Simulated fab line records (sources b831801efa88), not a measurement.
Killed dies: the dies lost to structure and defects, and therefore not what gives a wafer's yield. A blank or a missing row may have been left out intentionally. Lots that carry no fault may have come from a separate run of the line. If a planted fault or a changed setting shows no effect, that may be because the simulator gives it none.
Chamber matching + flow sky130 + SKY_LI_CONTACT_CMP_02 on cmp-01 has 4 sister chambers
The step polishes PSG. 4 wafers are shown with their chamber, then 8 later ones without.

== WAFERS, EACH WITH ITS CHAMBER ==
| wafer  | chamber | motor current A (A) |
|--------|---------|---------------------|
| L864.2 | 3       | 11.2                |
| L878.4 | 0       | 13.2                |
| L878.5 | 2       | 13.1                |
| L877.1 | 1       | 11.0                |

== WAFERS WITH NO CHAMBER GIVEN ==
| wafer  | motor current A (A) |
|--------|---------------------|
| L877.3 | 14.0                |
| L877.5 | 11.0                |
| L879.2 | 12.7                |
| L879.3 | 11.2                |
| L879.4 | 10.6                |
| L883.1 | 11.3                |
| L883.2 | 12.0                |
| L883.3 | 13.7                |

== EACH ONE'S CHAMBER ==
| wafer  | from the rows above               | in truth |
|--------|-----------------------------------|----------|
| L877.3 | can't be placed: 0 or 2           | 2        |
| L877.5 | can't be placed: 1 or 3           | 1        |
| L879.2 | can't be placed: 2 or 0           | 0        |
| L879.3 | can't be placed: 3 or 1           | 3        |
| L879.4 | can't be placed: 1 or 3           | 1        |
| L883.1 | can't be placed: 3 or 1           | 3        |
| L883.2 | can't be placed: 3 or 1 or 2 or 0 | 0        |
| L883.3 | can't be placed: 0 or 2           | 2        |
Correctly placed: 0 of 8. These rows do not allow placing 8 (true chamber among the candidates in 8). Wrongly placed: 0.
How it was worked out, from the rows above alone: a wafer's distance from a chamber is the root of the sum, over the readings, of the square of ((its reading less the chamber's mean) divided by the reading's scatter). If the next closest chamber is less than 2 further off than the closest, the wafer can't be placed; otherwise it belongs to the closest. Each chamber's mean is taken over the wafers shown for it. The scatter: root of mean squared gap, hidden wafer to nearest shown wafer, with one shown wafer a chamber.
